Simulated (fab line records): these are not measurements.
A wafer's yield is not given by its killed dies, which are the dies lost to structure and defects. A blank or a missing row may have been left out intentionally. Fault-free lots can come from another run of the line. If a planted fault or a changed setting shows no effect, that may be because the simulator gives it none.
Chamber matching | flow gf180mcu | GF_V2_ETCH_16 on rieDiel-02 has 4 sister chambers
The step etches BARC in N2/H2. 4 wafers are shown with their chamber, then 7 later ones without.

WAFERS, EACH WITH ITS CHAMBER
wafer  | chamber | drypumpMotorCurrentA (A)
L484.4 | 3       | 6.5
L485.6 | 0       | 5.6
L495.2 | 2       | 5.3
L495.4 | 1       | 5.6

WAFERS WHOSE CHAMBER IS MISSING
wafer  | drypumpMotorCurrentA (A)
L495.5 | 5.3
L499.1 | 5.6
L499.2 | 6.5
L499.3 | 5.2
L500.2 | 5.3
L500.3 | 5.7
L500.4 | 5.6

CHAMBER TAKEN BY EACH
wafer  | from the rows above     | in truth
L495.5 | 2                       | 2
L499.1 | can't be placed: 0 or 1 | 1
L499.2 | 3                       | 3
L499.3 | 2                       | 2
L500.2 | 2                       | 2
L500.3 | can't be placed: 0 or 1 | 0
L500.4 | can't be placed: 0 or 1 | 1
Correct placement for 4 of the 7. From these rows, 3 cannot be placed; in 3 the true chamber is one of the candidates. Wrongly placed: 0.
How it was worked out, from the rows above alone: a wafer's distance from a chamber is the root of the sum, over the readings, of the square of ((its reading less the chamber's mean) divided by the reading's scatter). The wafer belongs to the nearest chamber; if the next one is less than 2 further off, it can't be placed. The mean given for a chamber averages the wafers shown for that chamber. The scatter (one wafer shown for each chamber): square how far every hidden wafer sits from the nearest shown wafer, average those squares and take the square root.
